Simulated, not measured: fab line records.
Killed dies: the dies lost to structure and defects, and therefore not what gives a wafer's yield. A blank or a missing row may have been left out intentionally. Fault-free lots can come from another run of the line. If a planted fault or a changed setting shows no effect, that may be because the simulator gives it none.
fab line records + flow gf180mcu
record:
- lots: 12
- wafers: 35
- last_day: 34
route steps=602 shown V3@450 V4@478
lots that met no fault: from a run of the same line without faults
start_h: hours from the record's first day to the start of the lot's first wafer shown + wait_h: time in hours since the lot's previous step + " the same as in the row above + L1.1+2: one row covering several wafers at once + - value missing, or start not given + * or withheld: withheld + < > ~ a bound
route shown NAME@n: NAME is a module with steps in the file, n the number in the route of the first one + usual: the fault-free wafers' mean and standard deviation + same: alike in all rows + chamber/n: place in a boat + sites: readings site by site + _std_site: the values' standard deviation + _edge_site: the outer-site mean with the inner-site mean subtracted + radius_mm: how far each site lies from the wafer's centre + mask NAME#n: copy n + behind: the tool/chamber that last shaped the wafer + hold: the reason the lot was held/the length of the hold in hours/how it ended + device: transistor that didn't switch, given as n, p or np + end of line: tests of these same wafers at the route's end + a step without rows: its recipe alone + killed: dies that structure and defects cost at the first sort, which is not the same as the wafer's yield + map: a wafer's dies, marking killed ones x, the rest . and places with no die _
set.NAME: the setting as run; set.NAME@STEP: as run at that earlier step + model.NAME: the simulator's own value behind a step, which no gauge read
route steps across a sampled set of lots; one table per step, one row per wafer
services: a tool's chamber out of use, with start hour (start_h, from the record's first day; less than 0 if before it), hours out, and reason
== steps ==
step: GF_V3_SPUTTER_21
recipe:
- material: Ti
- target_thk_nm: 15
- chamber_pressure_pa: 5
- power_w: 2500
- substrate_temp_c: 200
- time_s: 80.02
usual:
- throttle_valve_pct: 29.8/1.3
same:
- time_s: 80.02
| lot.wafer | tool           | chamber | start_h | wait_h | throttle_valve_pct |
|-----------|----------------|---------|---------|--------|--------------------|
| L122.3    | pvd_sputter-02 | -       | 506.20  | 0.0    | 30.5               |
| L122.4    | "              | -       | "       | "      | 31.4               |
| L122.5    | "              | -       | "       | "      | 31.0               |
| L124.1    | pvd_sputter-01 | -       | 528.48  | 0.0    | 27.0               |
| L124.2    | "              | -       | "       | "      | 29.5               |
| L124.6    | "              | -       | "       | "      | 29.3               |
| L125.1    | pvd_sputter-03 | -       | 545.70  | 0.0    | 29.6               |
| L125.2    | "              | -       | "       | "      | 30.2               |
| L125.6    | "              | -       | "       | "      | 29.9               |
| L127.1    | pvd_sputter-02 | -       | 565.01  | 0.0    | 31.3               |
| L127.5    | "              | -       | "       | "      | 31.1               |
| L127.6    | "              | -       | "       | "      | 31.8               |
| L126.1    | pvd_sputter-02 | -       | 567.22  | 0.0    | 31.6               |
| L126.2    | "              | -       | "       | "      | 31.2               |
| L126.5    | "              | -       | "       | "      | 31.3               |
| L128.2    | pvd_sputter-03 | -       | 596.68  | 0.0    | 31.1               |
| L128.3    | "              | -       | "       | "      | 30.2               |
| L128.4    | "              | -       | "       | "      | 30.2               |
| L130.2    | pvd_sputter-03 | -       | 601.27  | 0.0    | 31.4               |
| L130.3    | "              | -       | "       | "      | 30.3               |
| L130.5    | "              | -       | "       | "      | 31.3               |
| L131.1    | pvd_sputter-02 | -       | 608.93  | 0.0    | 31.4               |
| L131.2    | "              | -       | "       | "      | 29.2               |
| L131.3    | "              | -       | "       | "      | 30.8               |
| L132.2    | pvd_sputter-01 | -       | 610.48  | 0.0    | 29.5               |
| L132.4    | "              | -       | "       | "      | 29.4               |
| L132.5    | "              | -       | "       | "      | 29.5               |
| L136.1    | pvd_sputter-03 | -       | 644.39  | 0.0    | 31.0               |
| L136.4    | "              | -       | "       | "      | 30.2               |
| L136.6    | "              | -       | "       | "      | 30.1               |
| L140.1    | pvd_sputter-01 | -       | 661.58  | 0.0    | 28.0               |
| L140.2    | "              | -       | "       | "      | 29.2               |
| L145.1    | pvd_sputter-01 | -       | 699.30  | 0.0    | 29.4               |
| L145.2    | "              | -       | "       | "      | 28.1               |
| L145.6    | "              | -       | "       | "      | 29.4               |
step: GF_V4_CVD_02
recipe:
- material: SiO2
- target_thk_nm: 850
- precursor: TEOS
- temp_c: 400
- time_s: 94.851
- rf_w: 600
usual:
- heater_power_w: 667/96
| lot.wafer | tool     | chamber | start_h | wait_h | heater_power_w |
|-----------|----------|---------|---------|--------|----------------|
| L122.3    | pecvd-02 | 0       | 531.15  | 0.0    | 555            |
| L122.4    | "        | 2       | "       | "      | 711            |
| L122.5    | "        | 1       | "       | "      | 835            |
| L124.1    | pecvd-02 | 1       | 553.15  | 0.1    | 773            |
| L124.2    | "        | 2       | "       | "      | 665            |
| L124.6    | "        | 0       | "       | "      | 625            |
| L125.1    | pecvd-02 | 0       | 569.58  | 0.1    | 525            |
| L125.2    | "        | 1       | "       | "      | 893            |
| L125.6    | "        | 1       | "       | "      | 715            |
| L127.1    | pecvd-02 | 0       | 588.80  | 0.1    | 628            |
| L127.5    | "        | 2       | "       | "      | 748            |
| L127.6    | "        | 1       | "       | "      | 876            |
| L126.1    | pecvd-03 | 0       | 590.24  | 0.1    | 580            |
| L126.2    | "        | 1       | "       | "      | 544            |
| L126.5    | "        | 0       | "       | "      | 614            |
| L128.2    | pecvd-03 | 1       | 619.66  | 0.0    | 589            |
| L128.3    | "        | 2       | "       | "      | 777            |
| L128.4    | "        | 2       | "       | "      | 609            |
| L130.2    | pecvd-04 | 0       | 623.93  | 0.0    | 511            |
| L130.3    | "        | 1       | "       | "      | 722            |
| L130.5    | "        | 0       | "       | "      | 579            |
| L131.1    | pecvd-03 | 0       | 631.86  | 0.1    | 520            |
| L131.2    | "        | 1       | "       | "      | 583            |
| L131.3    | "        | 2       | "       | "      | 784            |
| L132.2    | pecvd-02 | 1       | 632.84  | 0.0    | 903            |
| L132.4    | "        | 1       | "       | "      | 728            |
| L132.5    | "        | 2       | "       | "      | 601            |
| L136.1    | pecvd-03 | 1       | 665.89  | 0.1    | 603            |
| L136.4    | "        | 0       | "       | "      | 609            |
| L136.6    | "        | 2       | "       | "      | 786            |
| L140.1    | pecvd-02 | 2       | 682.84  | 0.1    | 649            |
| L140.2    | "        | 1       | "       | "      | 805            |
| L145.1    | pecvd-04 | 1       | 719.14  | 0.1    | 719            |
| L145.2    | "        | 0       | "       | "      | 588            |
| L145.6    | "        | 1       | "       | "      | 594            |
step: GF_V4_THK_MEAS_03
recipe:
- reads: SiO2_of_V4_CVD_02
usual:
- V4_CVD_02_THK: 844/11
| lot.wafer | tool          | chamber | start_h | wait_h | V4_CVD_02_THK[nm] |
|-----------|---------------|---------|---------|--------|-------------------|
| L122.3    | film_metro-02 | -       | 531.24  | 0.1    | 843               |
| L122.4    | "             | -       | "       | "      | 844               |
| L122.5    | "             | -       | "       | "      | 850               |
| L124.1    | film_metro-03 | -       | 553.22  | 0.0    | 836               |
| L124.2    | "             | -       | "       | "      | 836               |
| L124.6    | "             | -       | "       | "      | 852               |
| L125.1    | film_metro-02 | -       | 569.65  | 0.0    | 838               |
| L125.2    | "             | -       | "       | "      | 836               |
| L125.6    | "             | -       | "       | "      | 842               |
| L127.1    | film_metro-03 | -       | 588.87  | 0.0    | 845               |
| L127.5    | "             | -       | "       | "      | 846               |
| L127.6    | "             | -       | "       | "      | 846               |
| L126.1    | film_metro-04 | -       | 590.31  | 0.0    | 838               |
| L126.2    | "             | -       | "       | "      | 839               |
| L126.5    | "             | -       | "       | "      | 858               |
| L128.2    | film_metro-02 | -       | 619.74  | 0.0    | 851               |
| L128.3    | "             | -       | "       | "      | 845               |
| L128.4    | "             | -       | "       | "      | 860               |
| L130.2    | film_metro-02 | -       | 624.01  | 0.0    | 847               |
| L130.3    | "             | -       | "       | "      | 841               |
| L130.5    | "             | -       | "       | "      | 866               |
| L131.1    | film_metro-02 | -       | 631.93  | 0.0    | 824               |
| L131.2    | "             | -       | "       | "      | 825               |
| L131.3    | "             | -       | "       | "      | 819               |
| L132.2    | film_metro-03 | -       | 632.92  | 0.0    | 842               |
| L132.4    | "             | -       | "       | "      | 852               |
| L132.5    | "             | -       | "       | "      | 846               |
| L136.1    | film_metro-02 | -       | 665.96  | 0.0    | 840               |
| L136.4    | "             | -       | "       | "      | 845               |
| L136.6    | "             | -       | "       | "      | 843               |
| L140.1    | film_metro-04 | -       | 682.92  | 0.0    | 696               |
| L140.2    | "             | -       | "       | "      | 838               |
| L145.1    | film_metro-03 | -       | 719.21  | 0.0    | 830               |
| L145.2    | "             | -       | "       | "      | 826               |
| L145.6    | "             | -       | "       | "      | 831               |
step: GF_V4_CMP_04
recipe:
- material: SiO2
- down_force_psi: 4
- platen_rpm: 60
- pad_velocity_m_s: 0.94248
usual:
- motor_current_A: 11.8/0.9
- retaining_ring_pressure_frac: 1.000/0.0049
- slurry_flow_ml_min: 150.0/0.49
- time_to_endpoint_s: 78/5.5
| lot.wafer | tool   | chamber | start_h | wait_h | motor_current_A | retaining_ring_pressure_frac | slurry_flow_ml_min | time_to_endpoint_s |
|-----------|--------|---------|---------|--------|-----------------|------------------------------|--------------------|--------------------|
| L122.3    | cmp-02 | 2       | 531.28  | 0.0    | 12.2            | 0.997                        | 149.9              | 76                 |
| L122.4    | "      | 1       | "       | "      | 12.8            | 1.004                        | 149.7              | 86                 |
| L122.5    | "      | 2       | "       | "      | 12.6            | 1.007                        | 150.2              | 81                 |
| L124.1    | cmp-02 | 1       | 553.33  | 0.1    | 12.5            | 1.002                        | 150.0              | 86                 |
| L124.2    | "      | 2       | "       | "      | 12.0            | 0.994                        | 149.8              | 80                 |
| L124.6    | "      | 0       | "       | "      | 11.3            | 0.999                        | 149.9              | 87                 |
| L125.2    | cmp-01 | 0       | 569.71  | 0.0    | 11.7            | 1.002                        | 149.3              | 74                 |
| L125.1    | "      | 1       | "       | "      | 10.5            | 1.002                        | 149.9              | 79                 |
| L125.6    | "      | 1       | "       | "      | 10.6            | 1.004                        | 150.2              | 80                 |
| L127.1    | cmp-01 | 1       | 589.08  | 0.2    | 10.0            | 1.003                        | 150.0              | 82                 |
| L127.6    | "      | 2       | "       | "      | 11.3            | 1.004                        | 148.9              | 78                 |
| L127.5    | "      | 3       | "       | "      | 12.7            | 1.003                        | 149.5              | 75                 |
| L126.1    | cmp-01 | 3       | 590.37  | 0.1    | 12.3            | 1.003                        | 150.6              | 74                 |
| L126.2    | "      | 2       | "       | "      | 11.8            | 1.001                        | 150.1              | 73                 |
| L126.5    | "      | 3       | "       | "      | 12.6            | 1.002                        | 150.9              | 84                 |
| L128.4    | cmp-01 | 3       | 619.84  | 0.1    | 13.2            | 0.994                        | 150.3              | 80                 |
| L128.3    | "      | 0       | "       | "      | 12.0            | 1.003                        | 149.7              | 70                 |
| L128.2    | "      | 1       | "       | "      | 10.2            | 0.993                        | 149.5              | 82                 |
| L130.2    | cmp-01 | 0       | 624.11  | 0.1    | 11.5            | 1.004                        | 149.4              | 79                 |
| L130.3    | "      | 2       | "       | "      | 11.5            | 1.003                        | 150.8              | 75                 |
| L130.5    | "      | 0       | "       | "      | 11.8            | 1.002                        | 150.8              | 85                 |
| L131.1    | cmp-01 | 1       | 631.99  | 0.1    | 10.7            | 0.999                        | 149.6              | 74                 |
| L131.3    | "      | 2       | "       | "      | 11.5            | 0.997                        | 150.1              | 66                 |
| L131.2    | "      | 0       | "       | "      | 11.0            | 1.002                        | 150.2              | 64                 |
| L132.4    | cmp-02 | 3       | 633.02  | 0.1    | 10.6            | 1.008                        | 149.6              | 79                 |
| L132.2    | "      | 1       | "       | "      | 12.1            | 1.009                        | 149.7              | 82                 |
| L132.5    | "      | 3       | "       | "      | 11.1            | 1.002                        | 150.0              | 74                 |
| L136.1    | cmp-02 | 2       | 666.21  | 0.2    | 11.7            | 0.993                        | 150.1              | 73                 |
| L136.4    | "      | 1       | "       | "      | 12.4            | 0.995                        | 149.8              | 82                 |
| L136.6    | "      | 2       | "       | "      | 13.0            | 0.995                        | 150.5              | 73                 |
| L140.1    | cmp-01 | 2       | 683.40  | 0.5    | 11.6            | 1.006                        | 150.4              | 22                 |
| L140.2    | "      | 1       | "       | "      | 10.1            | 0.998                        | 150.1              | 79                 |
| L145.1    | cmp-02 | 0       | 719.37  | 0.1    | 11.2            | 0.999                        | 150.2              | 74                 |
| L145.2    | "      | 1       | "       | "      | 12.5            | 0.995                        | 149.6              | 73                 |
| L145.6    | "      | 2       | "       | "      | 12.4            | 1.000                        | 149.8              | 71                 |
step: GF_V4_ETCH_17
recipe:
- chemistry: C4F8/O2/Ar
- mask_material: KrF
- target: SiO2
- stop_on: TiN
- source_w: 1500
- bias_w: 1200
- pressure_mtorr: 40
- c4f8_flow_sccm: withheld
- O2_flow_sccm: 6
- Ar_flow_sccm: 300
- time_s: withheld
- target_depth_a: 6300
usual:
- oes_product_au: 0.856/0.0043
| lot.wafer | tool        | chamber | start_h | wait_h | oes_product_au |
|-----------|-------------|---------|---------|--------|----------------|
| L122.3    | rie_diel-03 | 1       | -       | -      | 0.858          |
| L122.4    | "           | 0       | "       | "      | 0.857          |
| L122.5    | "           | 3       | "       | "      | 0.855          |
| L124.1    | rie_diel-03 | 3       | -       | -      | 0.855          |
| L124.2    | "           | 1       | "       | "      | 0.858          |
| L124.6    | "           | 3       | "       | "      | 0.856          |
| L125.1    | rie_diel-03 | 3       | -       | -      | 0.852          |
| L125.2    | "           | 2       | "       | "      | 0.858          |
| L125.6    | "           | 1       | "       | "      | 0.853          |
| L127.1    | rie_diel-04 | 3       | -       | -      | 0.861          |
| L127.5    | "           | 3       | "       | "      | 0.866          |
| L127.6    | "           | 2       | "       | "      | 0.861          |
| L126.1    | rie_diel-02 | 2       | -       | -      | 0.852          |
| L126.2    | "           | 0       | "       | "      | 0.859          |
| L126.5    | "           | 2       | "       | "      | 0.861          |
| L128.2    | rie_diel-04 | 3       | -       | -      | 0.853          |
| L128.3    | "           | 0       | "       | "      | 0.853          |
| L128.4    | "           | 0       | "       | "      | 0.853          |
| L130.2    | rie_diel-02 | 0       | -       | -      | 0.860          |
| L130.3    | "           | 1       | "       | "      | 0.856          |
| L130.5    | "           | 1       | "       | "      | 0.854          |
| L131.1    | rie_diel-02 | 0       | -       | -      | 0.847          |
| L131.2    | "           | 2       | "       | "      | 0.864          |
| L131.3    | "           | 1       | "       | "      | 0.857          |
| L132.2    | rie_diel-03 | 2       | -       | -      | 0.855          |
| L132.4    | "           | 1       | "       | "      | 0.860          |
| L132.5    | "           | 3       | "       | "      | 0.854          |
| L136.1    | rie_diel-02 | 1       | -       | -      | 0.860          |
| L136.4    | "           | 2       | "       | "      | 0.860          |
| L136.6    | "           | 0       | "       | "      | 0.851          |
| L140.1    | rie_diel-02 | 0       | -       | -      | 0.851          |
| L140.2    | "           | 3       | "       | "      | 0.858          |
| L145.1    | rie_diel-03 | 0       | -       | -      | 0.861          |
| L145.2    | "           | 1       | "       | "      | 0.858          |
| L145.6    | "           | 0       | "       | "      | 0.851          |
step: GF_V4_SPUTTER_21
recipe:
- material: Ti
- target_thk_nm: 15
- chamber_pressure_pa: 5
- power_w: 2500
- substrate_temp_c: 200
- time_s: 80.02
usual:
- throttle_valve_pct: 29.6/1.2
same:
- time_s: 80.02
| lot.wafer | tool           | chamber | start_h | wait_h | throttle_valve_pct |
|-----------|----------------|---------|---------|--------|--------------------|
| L122.3    | pvd_sputter-03 | -       | 555.33  | 0.0    | 30.0               |
| L122.4    | "              | -       | "       | "      | 30.2               |
| L122.5    | "              | -       | "       | "      | 30.5               |
| L124.1    | pvd_sputter-03 | -       | 576.94  | 0.0    | 30.2               |
| L124.2    | "              | -       | "       | "      | 31.0               |
| L124.6    | "              | -       | "       | "      | 30.0               |
| L125.1    | pvd_sputter-01 | -       | 592.02  | 0.0    | 29.4               |
| L125.2    | "              | -       | "       | "      | 28.1               |
| L125.6    | "              | -       | "       | "      | 28.1               |
| L127.1    | pvd_sputter-03 | -       | 611.35  | 0.0    | 31.1               |
| L127.5    | "              | -       | "       | "      | 30.4               |
| L127.6    | "              | -       | "       | "      | 31.1               |
| L126.1    | pvd_sputter-01 | -       | 612.18  | 0.0    | 28.2               |
| L126.2    | "              | -       | "       | "      | 29.2               |
| L126.5    | "              | -       | "       | "      | 28.0               |
| L128.2    | pvd_sputter-01 | -       | 641.36  | 0.0    | 29.6               |
| L128.3    | "              | -       | "       | "      | 27.9               |
| L128.4    | "              | -       | "       | "      | 27.2               |
| L130.2    | pvd_sputter-01 | -       | 645.64  | 0.0    | 26.8               |
| L130.3    | "              | -       | "       | "      | 29.2               |
| L130.5    | "              | -       | "       | "      | 29.7               |
| L131.1    | pvd_sputter-04 | -       | 652.12  | 0.0    | 28.0               |
| L131.2    | "              | -       | "       | "      | 31.2               |
| L131.3    | "              | -       | "       | "      | 29.5               |
| L132.2    | pvd_sputter-03 | -       | 653.73  | 0.0    | 30.0               |
| L132.4    | "              | -       | "       | "      | 31.1               |
| L132.5    | "              | -       | "       | "      | 30.2               |
| L136.1    | pvd_sputter-01 | -       | 687.15  | 0.0    | 27.1               |
| L136.4    | "              | -       | "       | "      | 29.3               |
| L136.6    | "              | -       | "       | "      | 29.0               |
| L140.1    | pvd_sputter-03 | -       | 703.71  | 0.0    | 30.3               |
| L140.2    | "              | -       | "       | "      | 30.0               |
| L145.1    | pvd_sputter-03 | -       | 737.75  | 0.0    | 30.2               |
| L145.2    | "              | -       | "       | "      | 30.9               |
| L145.6    | "              | -       | "       | "      | 30.1               |
== services ==
| tool           | chamber | start_h | hours | kind   |
|----------------|---------|---------|-------|--------|
| rie_diel-03    | -       | 488.03  | 0.7   | repair |
| rie_diel-02    | 2       | 494.14  | 24.2  | repair |
| pvd_sputter-01 | -       | 495.11  | 29.0  | repair |
| rie_diel-03    | 3       | 496.07  | 2.4   | repair |
| rie_diel-02    | -       | 497.40  | 0.2   | repair |
| pecvd-02       | 1       | 498.41  | 1.8   | repair |
| pecvd-02       | 0       | 499.57  | 8.2   | repair |
| pecvd-02       | 1       | 502.77  | 3.1   | repair |
| cmp-02         | -       | 519.18  | 3.3   | repair |
| cmp-01         | -       | 527.03  | 1.0   | repair |
| pecvd-02       | 1       | 543.44  | 8.2   | repair |
| cmp-02         | -       | 561.06  | 11.1  | pm     |
| pvd_sputter-03 | -       | 566.69  | 3.4   | repair |
| rie_diel-03    | 2       | 568.60  | 6.5   | repair |
| cmp-02         | -       | 572.69  | 4.0   | pm     |
| cmp-02         | -       | 589.84  | 4.5   | pm     |
| cmp-01         | -       | 620.22  | 0.8   | repair |
| cmp-01         | -       | 627.69  | 1.4   | repair |
| cmp-01         | -       | 659.90  | 0.9   | repair |
| cmp-01         | -       | 661.19  | 5.1   | repair |
| cmp-02         | -       | 680.70  | 4.1   | repair |
| rie_diel-03    | 2       | 704.96  | 5.0   | repair |
| pvd_sputter-03 | -       | 717.07  | 0.7   | repair |
| cmp-01         | -       | 737.42  | 1.2   | repair |
== key ==
first_sign:
- step: GF_V4_THK_MEAS_03
- reading: V4_CVD_02_THK
- direction: down
- sigmas: 14
- usual: 844
- struck: 696
effect:
- step: GF_V4_CMP_04
- reading: time_to_endpoint_s
- direction: down
- sigmas: 10
- usual: *
- struck: *
met_at GF_V4_CVD_02
struck_lots L140
struck_wafers L140.1
not_acting_at GF_V3_SPUTTER_21,GF_V4_ETCH_17,GF_V4_SPUTTER_21
onset_between 632.84 682.84
fault:
- kind: process_parameter_drift
- tool: pecvd-02
- chamber: -
- onset_h: 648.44
- steps: GF_V4_CVD_02
- channel: target_thk_nm
- offset: -141.55
- shape: step
- end_h: 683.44
- scope: struck_wafers_only
- acts_in: these_recipes_only
- stated: 850
